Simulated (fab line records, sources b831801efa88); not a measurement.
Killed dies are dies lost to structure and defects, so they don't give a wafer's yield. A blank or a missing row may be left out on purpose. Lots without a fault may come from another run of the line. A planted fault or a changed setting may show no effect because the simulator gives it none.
One fault seen from 2 desks | flow gf180mcu | each desk has only its own numbers; what lay behind them comes last

THE TOOL OWNER'S DESK: furnace-01
The tool's own readings at GF_STI_OXIDATION_29 (stabilise 600 s, purge 300 s, target thk 10 nm): means of the sampled wafers that have a number, for each lot that ran on this tool. A lot is out of limits, marked OUT, if its mean lies more than 4 standard deviations from the usual mean; the brackets give that distance.
Columns: A = ox_temp_c at GF_STI_OXIDATION_29, usual 899.9 C; B = ox_temp_c_max at GF_STI_OXIDATION_29, usual 904.5
lot  | first seen here | A     | B
L421 | day 2 04:49     | 900.1 | 906.4
L422 | day 2 10:50     | 900.5 | 907.0
L426 | day 3 06:02     | 900.2 | 906.1
L429 | day 4 00:32     | 900.2 | 907.2
L433 | day 4 19:39     | 900.0 | 906.2
L441 | day 6 11:23     | 899.4 | 905.7
L444 | day 7 03:01     | 899.5 | 907.3
This desk's finding: nothing out of limits on any of the 7 lots.

THE METROLOGY DESK
What the gauges read, lot by lot, whatever tool the lot ran on: means of the sampled wafers that have a number. A lot is out of limits, marked OUT, if its mean lies more than 4 standard deviations from the usual mean; the brackets give that distance.
Columns: A = MVPSD_OVL at GF_MVPSD_OVL_MEAS_07, usual -0.7 nm; B = VT_IMPLANT_02_OVL at GF_VT_IMPLANT_OVL_MEAS_29, usual 0.6 nm
lot  | first seen here | A    | B
L421 | day 5 01:20     | -2.1 | -0.7
L422 | day 5 07:29     | 0.1  | 1.2
L423 | day 5 14:05     | 0.0  | -0.7
L424 | day 5 18:37     | -1.9 | 1.8
L426 | day 6 05:41     | 0.4  | 0.3
L429 | day 7 02:53     | -0.7 | 0.3
L430 | day 7 06:26     | 0.2  | 0.4
L433 | day 8 00:28     | -0.6 | 0.9
L434 | day 8 05:19     | 0.1  | 0.2
L441 | day 9 22:56     | -3.1 | 1.3
L443 | day 10 10:53    | 1.0  | 2.2
L444 | day 10 17:28    | -0.1 | -1.1
This desk's finding: nothing out of limits on any of the 12 lots.

PUT TOGETHER
The tool owner's desk saw nothing out of limits.
The metrology desk saw nothing out of limits.

WHAT THE SIMULATOR HAD PUT IN
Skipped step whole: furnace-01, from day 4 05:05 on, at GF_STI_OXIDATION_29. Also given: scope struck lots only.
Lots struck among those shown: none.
